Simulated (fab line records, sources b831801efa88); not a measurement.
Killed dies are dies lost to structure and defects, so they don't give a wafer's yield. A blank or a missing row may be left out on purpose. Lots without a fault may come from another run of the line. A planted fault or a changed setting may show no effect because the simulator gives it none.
Chamber matching | flow sky130 | SKY_LI_CONTACT_CMP_24 on cmp-02: 4 sister chambers
The step polishes, stops on PSG, t overpolish 20 s, target thk 0 nm. 22 wafers are shown with their chamber, then 11 later ones without.

WAFERS WITH THEIR CHAMBER
wafer  | chamber | motor_current_A (A) | time_to_endpoint_s (s) | overpolish_run_s (s)
L076.1 | 0       | 9.1                 | 102                    | 20.009
L076.2 | 1       | 11.8                | 95                     | 20.000
L076.4 | 2       | 10.4                | 98                     | 20.016
L079.2 | 1       | 11.3                | 96                     | 20.008
L079.4 | 0       | 9.0                 | 98                     | 20.009
L079.6 | 3       | 11.2                | 99                     | 19.999
L081.2 | 0       | 8.3                 | 98                     | 20.008
L081.5 | 0       | 9.4                 | 95                     | 19.998
L081.6 | 1       | 11.3                | 90                     | 19.992
L083.1 | 0       | 9.5                 | 99                     | 19.992
L083.4 | 2       | 11.0                | 99                     | 19.998
L083.5 | 2       | 10.9                | 101                    | 19.992
L085.1 | 1       | 11.1                | 98                     | 19.983
L085.3 | 3       | 11.5                | 103                    | 19.982
L085.6 | 2       | 10.5                | 99                     | 20.006
L086.2 | 2       | 10.8                | 99                     | 20.007
L086.5 | 0       | 9.4                 | 99                     | 19.992
L086.6 | 3       | 11.0                | 98                     | 19.981
L087.2 | 1       | 11.6                | 98                     | 20.016
L087.4 | 3       | 10.7                | 98                     | 20.007
L087.5 | 3       | 11.2                | 100                    | 19.999
L088.1 | 0       | 9.5                 | 102                    | 19.995

SIGNATURES (means of the wafers above)
reading            | chamber 0 | chamber 1 | chamber 2 | chamber 3 | scatter within a chamber
motor_current_A    | 9.171     | 11.420    | 10.720    | 11.120    | 0.337
time_to_endpoint_s | 99.00     | 95.40     | 99.20     | 99.60     | 2.37
overpolish_run_s   | 20.00043  | 19.99980  | 20.00380  | 19.99360  | 0.0103
Rule: a wafer's distance from a chamber is the root of the sum, over the readings, of the square of ((its reading less the chamber's mean) divided by the reading's scatter). The wafer belongs to the nearest chamber; if the next one is less than 2 further off, it can't be placed. The scatter: the root of (the sum of the squares of (reading less its chamber's mean) over the shown wafers, divided by (wafers less chambers)).

WAFERS WITHOUT THEIR CHAMBER
wafer  | motor_current_A (A) | time_to_endpoint_s (s) | overpolish_run_s (s)
L088.3 | 10.5                | 97                     | 19.995
L088.4 | 11.4                | 95                     | 20.014
L094.1 | 9.2                 | 97                     | 19.995
L094.2 | 11.9                | 89                     | 19.997
L094.6 | 8.8                 | 96                     | 20.000
L095.1 | 9.3                 | 100                    | 19.987
L095.2 | 11.2                | 102                    | 19.997
L095.3 | 11.6                | 93                     | 20.000
L097.3 | 9.4                 | 96                     | 20.010
L097.4 | 11.0                | 97                     | 20.004
L097.5 | 10.7                | 95                     | 19.990

WHICH CHAMBER EACH WENT THROUGH
wafer  | from the rows above          | in truth
L088.3 | can't be placed: 2 or 3 or 1 | 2
L088.4 | can't be placed: 1 or 2 or 3 | 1
L094.1 | 0                            | 0
L094.2 | can't be placed: 1 or 3      | 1
L094.6 | 0                            | 0
L095.1 | 0                            | 0
L095.2 | can't be placed: 3 or 2 or 1 | 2
L095.3 | 1                            | 1
L097.3 | 0                            | 0
L097.4 | can't be placed: 2 or 1 or 3 | 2
L097.5 | can't be placed: 2 or 3 or 1 | 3
Placed correctly: 5 of 11. Can't be placed from these rows: 6 (the true chamber is among the candidates in 6). Placed wrongly: 0.
